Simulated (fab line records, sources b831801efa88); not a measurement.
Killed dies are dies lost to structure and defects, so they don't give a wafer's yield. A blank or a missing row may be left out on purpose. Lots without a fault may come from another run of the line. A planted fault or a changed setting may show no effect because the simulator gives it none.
Which tool did it? | flow sky130 | 7 lots, 21 wafers sampled, at 3 steps of a route of 708

WHAT THE GAUGES READ, wafer by wafer
SKY_SD_N_RS_MEAS_16: measures by four-point-probe.
lot  | measured     | on            | SD_N_RS (ohm/sq)
L843 | day 28 18:37 | film_metro-02 | 68.51 68.64 68.74
L851 | day 31 14:20 | film_metro-04 | 61.28 61.33 61.27
L854 | day 32 07:37 | film_metro-03 | 68.72 68.45 68.58
L858 | day 33 21:50 | film_metro-03 | 68.63 68.66 68.55
L860 | day 34 18:14 | film_metro-03 | 68.66 68.71 68.80
L862 | day 35 01:44 | film_metro-03 | 68.71 68.66 68.52
L864 | day 35 11:53 | film_metro-04 | 68.50 68.46 68.68

WHICH TOOL RAN EACH LOT (tool, then ch and the chambers of the sampled wafers, then the start)
lot  | SKY_SD_N_IMPLANT_09             | SKY_SD_N_STRIP_11
L843 | implanter-03 ch 0, day 28 17:56 | plasma_asher-02 ch 0,1, day 28 18:13
L851 | implanter-04 ch 0, day 31 13:38 | plasma_asher-02 ch 0,1, day 31 13:56
L854 | implanter-02 ch 0, day 32 06:53 | plasma_asher-01 ch 0,1, day 32 07:11
L858 | implanter-02 ch 0, day 33 21:08 | plasma_asher-02 ch 0,1, day 33 21:26
L860 | implanter-03 ch 0, day 34 17:32 | plasma_asher-03 ch 0,1, day 34 17:50
L862 | implanter-04 ch 0, day 35 01:04 | plasma_asher-03 ch 0,1, day 35 01:22
L864 | implanter-02 ch 0, day 35 11:13 | plasma_asher-01 ch 0,1, day 35 11:29
- SKY_SD_N_IMPLANT_09
- SKY_SD_N_STRIP_11: strips in O2/N2.

THE ANSWER, worked out from the rows above alone
Rule: what is usual is taken from the lots themselves. Put in order of their means at a reading, lots are off if they are a third of the lots or fewer, leave a main group of 4 or more, and stand apart from it by a gap of 3 or more times the standard deviation of the main group's means; of several such gaps the widest counts. A main group whose means are all the same, to the digits that the tables above print for the reading, isn't used. A lot without any number at a reading at which 4 lots or more have one is off too. The other lots that the step has rows for count as sound.
Off: L851, at SKY_SD_N_RS_MEAS_16 (SD_N_RS). The main group: mean 68.62 ohm/sq, standard deviation 0.054.
A tool fits if, at a process step before that reading, it ran every lot that is off, and no sound lot after the first of them. The gauges at SKY_SD_N_RS_MEAS_16 are tried like those tools. None of those tried fits.

WHAT THE SIMULATOR HAD PUT IN
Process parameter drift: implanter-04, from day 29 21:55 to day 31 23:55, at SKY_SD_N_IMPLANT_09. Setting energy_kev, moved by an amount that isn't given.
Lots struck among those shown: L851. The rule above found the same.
